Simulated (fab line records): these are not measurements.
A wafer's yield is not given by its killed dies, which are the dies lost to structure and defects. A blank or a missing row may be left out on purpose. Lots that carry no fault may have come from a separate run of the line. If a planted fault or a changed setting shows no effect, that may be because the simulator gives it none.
The tool behind it: which one? || flow sky130 || 15 lots with 43 wafers sampled at 3 steps, on a route of 708 steps

WHAT THE GAUGES SHOWED, per wafer
SKY_VIA1_OVL_MEAS_13.
{"lot": "L734", "measured": "day 33 10:23", "on": "overlay-01", "VIA1_OVL (nm)": "0 7 5"}
{"lot": "L735", "measured": "day 34 01:15", "on": "overlay-02", "VIA1_OVL (nm)": "4 5 3"}
{"lot": "L737", "measured": "day 36 02:30", "on": "overlay-02", "VIA1_OVL (nm)": "10 -1 -2"}
{"lot": "L736", "measured": "day 36 02:49", "on": "overlay-02", "VIA1_OVL (nm)": "4 -2 0"}
{"lot": "L738", "measured": "day 36 03:46", "on": "overlay-01", "VIA1_OVL (nm)": "2 -4 2"}
{"lot": "L740", "measured": "day 36 05:16", "on": "overlay-02", "VIA1_OVL (nm)": "-3 -3 -5"}
{"lot": "L741", "measured": "day 36 06:34", "on": "overlay-02", "VIA1_OVL (nm)": "-8 -9 -12"}
{"lot": "L739", "measured": "day 36 08:19", "on": "overlay-02", "VIA1_OVL (nm)": "-4 0 1"}
{"lot": "L742", "measured": "day 36 20:52", "on": "overlay-02", "VIA1_OVL (nm)": "11 9 0"}
{"lot": "L744", "measured": "day 36 23:17", "on": "overlay-02", "VIA1_OVL (nm)": "6 3 9"}
{"lot": "L745", "measured": "day 37 08:37", "on": "overlay-02", "VIA1_OVL (nm)": "7 10 12"}
{"lot": "L750", "measured": "day 39 08:20", "on": "overlay-01", "VIA1_OVL (nm)": "-8 -4 -7"}
{"lot": "L754", "measured": "day 40 03:55", "on": "overlay-02", "VIA1_OVL (nm)": "-10 -4"}
{"lot": "L753", "measured": "day 40 05:13", "on": "overlay-02", "VIA1_OVL (nm)": "-4 -3"}
{"lot": "L756", "measured": "day 40 18:42", "on": "overlay-01", "VIA1_OVL (nm)": "4 -3 0"}

SKY_METAL2_RS_MEAS_05: a four-point-probe measurement.
{"lot": "L734", "measured": "day 33 12:19", "on": "filmMetro-02", "METAL2_ALCU_RS (ohm/sq)": "0.1277 0.1274 0.1262"}
{"lot": "L735", "measured": "day 34 02:44", "on": "filmMetro-02", "METAL2_ALCU_RS (ohm/sq)": "0.1266 0.1243 0.1258"}
{"lot": "L737", "measured": "day 36 04:00", "on": "filmMetro-04", "METAL2_ALCU_RS (ohm/sq)": "0.1297 0.1295 0.1303"}
{"lot": "L736", "measured": "day 36 04:20", "on": "filmMetro-03", "METAL2_ALCU_RS (ohm/sq)": "0.1260 0.1258 0.1264"}
{"lot": "L738", "measured": "day 36 05:16", "on": "filmMetro-04", "METAL2_ALCU_RS (ohm/sq)": "0.1268 0.1257 0.1267"}
{"lot": "L740", "measured": "day 36 06:46", "on": "filmMetro-03", "METAL2_ALCU_RS (ohm/sq)": "0.1269 0.1271 0.1264"}
{"lot": "L741", "measured": "day 36 08:04", "on": "filmMetro-04", "METAL2_ALCU_RS (ohm/sq)": "0.1279 0.1283 0.1289"}
{"lot": "L739", "measured": "day 36 09:50", "on": "filmMetro-03", "METAL2_ALCU_RS (ohm/sq)": "0.1253 0.1260 0.1271"}
{"lot": "L742", "measured": "day 36 22:22", "on": "filmMetro-02", "METAL2_ALCU_RS (ohm/sq)": "0.1262 0.1257 0.1256"}
{"lot": "L744", "measured": "day 37 00:47", "on": "filmMetro-04", "METAL2_ALCU_RS (ohm/sq)": "0.1262 0.1264 0.1267"}
{"lot": "L745", "measured": "day 37 10:08", "on": "filmMetro-03", "METAL2_ALCU_RS (ohm/sq)": "0.1265 0.1260 0.1263"}
{"lot": "L750", "measured": "day 39 09:56", "on": "filmMetro-04", "METAL2_ALCU_RS (ohm/sq)": "0.1266 0.1267 0.1267"}
{"lot": "L754", "measured": "day 40 05:26", "on": "filmMetro-02", "METAL2_ALCU_RS (ohm/sq)": "0.1280 0.1274"}
{"lot": "L753", "measured": "day 40 06:48", "on": "filmMetro-04", "METAL2_ALCU_RS (ohm/sq)": "0.1255 0.1264"}
{"lot": "L756", "measured": "day 40 20:23", "on": "filmMetro-02", "METAL2_ALCU_RS (ohm/sq)": "0.1258 0.1246 0.1261"}

SKY_METAL2_OVL_MEAS_16.
{"lot": "L734", "measured": "day 34 15:51", "on": "overlay-02", "METAL2_OVL (nm)": "2 3 9"}
{"lot": "L735", "measured": "day 35 06:03", "on": "overlay-02", "METAL2_OVL (nm)": "4 6 13"}
{"lot": "L737", "measured": "day 37 06:02", "on": "overlay-02", "METAL2_OVL (nm)": "3 2 0"}
{"lot": "L736", "measured": "day 37 06:41", "on": "overlay-02", "METAL2_OVL (nm)": "0 -2 -7"}
{"lot": "L738", "measured": "day 37 07:16", "on": "overlay-02", "METAL2_OVL (nm)": "8 2 13"}
{"lot": "L740", "measured": "day 37 09:01", "on": "overlay-01", "METAL2_OVL (nm)": "6 11 10"}
{"lot": "L741", "measured": "day 37 10:28", "on": "overlay-02", "METAL2_OVL (nm)": "7 7 7"}
{"lot": "L739", "measured": "day 37 12:17", "on": "overlay-01", "METAL2_OVL (nm)": "4 5 6"}
{"lot": "L742", "measured": "day 38 01:29", "on": "overlay-01", "METAL2_OVL (nm)": "4 7 4"}
{"lot": "L744", "measured": "day 38 03:22", "on": "overlay-02", "METAL2_OVL (nm)": "5 1 4"}
{"lot": "L745", "measured": "day 38 12:35", "on": "overlay-02", "METAL2_OVL (nm)": "12 1 7"}
{"lot": "L750", "measured": "day 40 10:03", "on": "overlay-01", "METAL2_OVL (nm)": "11 3 7"}
{"lot": "L754", "measured": "day 41 06:40", "on": "overlay-01", "METAL2_OVL (nm)": "3 5"}
{"lot": "L753", "measured": "day 41 07:56", "on": "overlay-01", "METAL2_OVL (nm)": "10 1"}
{"lot": "L756", "measured": "day 41 21:07", "on": "overlay-02", "METAL2_OVL (nm)": "2 5 -6"}

TOOL THAT RAN EACH LOT (tool first, then ch and the chambers of the sampled wafers, then the start)
Before these readings, the record contains no process step.

WHAT THE TOOLS THEMSELVES READ (means of the sampled wafers that have a number; where no wafer has one, the mark that the record gives instead)
The record holds no such reading with a usual standard deviation.

THE ANSWER, worked out from the rows above alone
Rule: what is usual is taken from the lots themselves. Put in order of their means at a reading, lots are off if they are a third of the lots or fewer, leave a main group of 4 or more, and stand apart from it by a gap of 3 or more times the standard deviation of the main group's means; of several such gaps the widest counts. If all means in a main group match to the digits the tables above print for the reading, that group is not used. A lot without any number at a reading at which 4 lots or more have one is off too. Any other lot the step has rows for is counted as sound. After the gauges, taken in route order, come the tools' own readings; for these a lot's mean is taken, as printed above. The first step at which some lot is off is used, and at that step the reading that is off furthest; a lot without a number counts as furthest.
No lot is off on any of the readings shown, so nothing can be concluded from this.

WHAT THE SIMULATOR PUT IN
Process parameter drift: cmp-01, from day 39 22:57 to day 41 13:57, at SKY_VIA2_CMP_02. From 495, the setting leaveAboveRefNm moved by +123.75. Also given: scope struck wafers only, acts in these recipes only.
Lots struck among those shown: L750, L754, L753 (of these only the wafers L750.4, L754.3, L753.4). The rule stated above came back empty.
